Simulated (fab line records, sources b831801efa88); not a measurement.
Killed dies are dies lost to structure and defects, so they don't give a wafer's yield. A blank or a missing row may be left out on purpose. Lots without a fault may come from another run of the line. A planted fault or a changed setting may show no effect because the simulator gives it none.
A struck lot beside a sound one | flow sky130 | 19 steps out of a route of 708
Sound: wafers L312.1, L312.2, L312.3. Struck: wafers L315.1, L315.2, L315.3. The cause comes at the end.
At each step with rows: each side's tool, then ch and its chambers, then its first start. Under that, the readings that differ: sound wafers | struck wafers | difference of the means | sigmas: that difference in standard deviations of wafers without a fault.
alike: readings whose means differ by less than 2 such deviations, and words and numbers that are the same on both sides. not compared: withheld readings, readings that some wafer has no value for, bounds like >300 that may hide the same value, and numbers for which the record gives no deviation and whose values overlap.
The two part at a step that has a row with sigmas, a row that says differs or no value, or rows on one side only. Numbers that don't overlap but have no deviation are shown without sigmas and don't part them. A reading that every wafer of one side lacks parts them only if that side has two wafers or more.

first, 3 steps without rows for these wafers: SKY_VT_ADJUST_NCORE_EXPOSE_04 (exposes mask LVTN COMPLEMENT THIN, target cd 380 nm); SKY_VT_ADJUST_NCORE_PEB_05; SKY_VT_ADJUST_NCORE_DEVELOP_06 (develop time 60 s).
SKY_VT_ADJUST_NCORE_CD_MEAS_07: target cd 380 nm.
  sound on cd_sem-01, day 10 09:32; struck on cd_sem-01, day 11 07:35
  alike: cd_nm
SKY_VT_ADJUST_NCORE_OVL_MEAS_08:
  sound on overlay-02, day 10 09:40; struck on overlay-02, day 11 07:43
  reading                  | sound       | struck         | difference | sigmas
  VT_ADJUST_NCORE_OVL (nm) | 2.2 3.8 1.9 | -1.2 -0.5 -1.6 | -3.7       | -2
then, 1 step without rows for these wafers: SKY_VT_ADJUST_NCORE_IMPLANT_09.
SKY_VT_ADJUST_NCORE_STRIP_10: strips in O2/N2.
  sound on plasma_asher-04 ch 0,1, day 10 09:51; struck on plasma_asher-04 ch 0,1, day 11 07:54
  alike: drypump_motor_current_A, oes_product_au, strip_time_to_endpoint_s
  not compared: rf_hours_counter_h
SKY_VT_ADJUST_NCORE_TW_MEAS_11:
  sound on film_metro-02, day 10 09:57; struck on film_metro-03, day 11 08:00
  reading            | sound             | struck            | difference | sigmas
  VT_ADJUST_NCORE_TW | 224.2 222.6 221.9 | 218.1 216.8 217.9 | -5.3       | -2
then, 4 steps without rows for these wafers: SKY_VT_ADJUST_HVTR_DEHYDRATE_00 (time 60 s); SKY_VT_ADJUST_HVTR_HMDS_01 (prime time 60 s); SKY_VT_ADJUST_HVTR_COAT_02 (resist thk 1140 nm); SKY_VT_ADJUST_HVTR_SOFTBAKE_03 (time 60 s).
SKY_VT_ADJUST_HVTR_EXPOSE_04: exposes mask HVTRM, target cd 380 nm.
  sound on iline_stepper-02 ch 0, day 10 21:41; struck on iline_stepper-01 ch 0, day 11 19:35
  reading                                | sound             | struck            | difference | sigmas
  model.VT_ADJUST_HVTR.overlay_x_nm (nm) | 1.083 1.083 1.083 | 120.8 120.8 120.8 | +119.7     |
  alike: mask, reticle_temp_C
then, 2 steps without rows for these wafers: SKY_VT_ADJUST_HVTR_PEB_05; SKY_VT_ADJUST_HVTR_DEVELOP_06 (develop time 60 s).
SKY_VT_ADJUST_HVTR_CD_MEAS_07: target cd 380 nm.
  sound on cd_sem-01, day 11 09:13; struck on cd_sem-01, day 12 07:23
  alike: cd_nm
SKY_VT_ADJUST_HVTR_OVL_MEAS_08:
  sound on overlay-02, day 11 09:20; struck on overlay-01, day 12 07:31
  reading                 | sound       | struck            | difference | sigmas
  VT_ADJUST_HVTR_OVL (nm) | 2.7 2.4 4.5 | 118.8 119.0 119.6 | +115.9     | +72
then, 1 step without rows for these wafers: SKY_VT_ADJUST_HVTR_IMPLANT_09.
-- the record jumps here: 37 days lie between the struck wafers' starts before and after (it left off in module VT_ADJUST_HVTR and takes up again in module PAD_OPEN, whose first step shown is number 708 of the route) --
SKY_PAD_OPEN_PROBE_99:
  sound on prober-01, day 48 06:13; struck on prober-02, day 49 02:02
  reading                                  | sound                   | struck                  | difference | sigmas
  model.etest.pfet_01v8_mvt.drive_ua_um    | 151.6 147.7 149.4       | 146.5 145.6 143.6       | -4.3       |
  model.etest.pfet_01v8_mvt.off_log10_a_um | -10.7 -10.78 -10.74     | -11.27 -11.43 -11.52    | -0.67      |
  model.etest.pfet_01v8_mvt.vt_sat_v (V)   | -0.5699 -0.5773 -0.5846 | -0.6454 -0.6509 -0.6588 | -0.0744    |
  model.etest.pfet_01v8_mvt.vt_v (V)       | -0.6614 -0.6651 -0.6723 | -0.7239 -0.7269 -0.7325 | -0.0615    |
  alike: killed_at_M0_to_M3, killed_at_M4_up, killed_at_contacts, killed_at_front_end, killed_at_other, killed_dies, killed_on_rim, killed_open, killed_short

WHERE THEY PART
First at SKY_VT_ADJUST_NCORE_OVL_MEAS_08; last, within this record, at SKY_VT_ADJUST_HVTR_OVL_MEAS_08. Later steps at which nothing parts them and some readings are alike: SKY_PAD_OPEN_PROBE_99.

WHY: what the simulator had put in
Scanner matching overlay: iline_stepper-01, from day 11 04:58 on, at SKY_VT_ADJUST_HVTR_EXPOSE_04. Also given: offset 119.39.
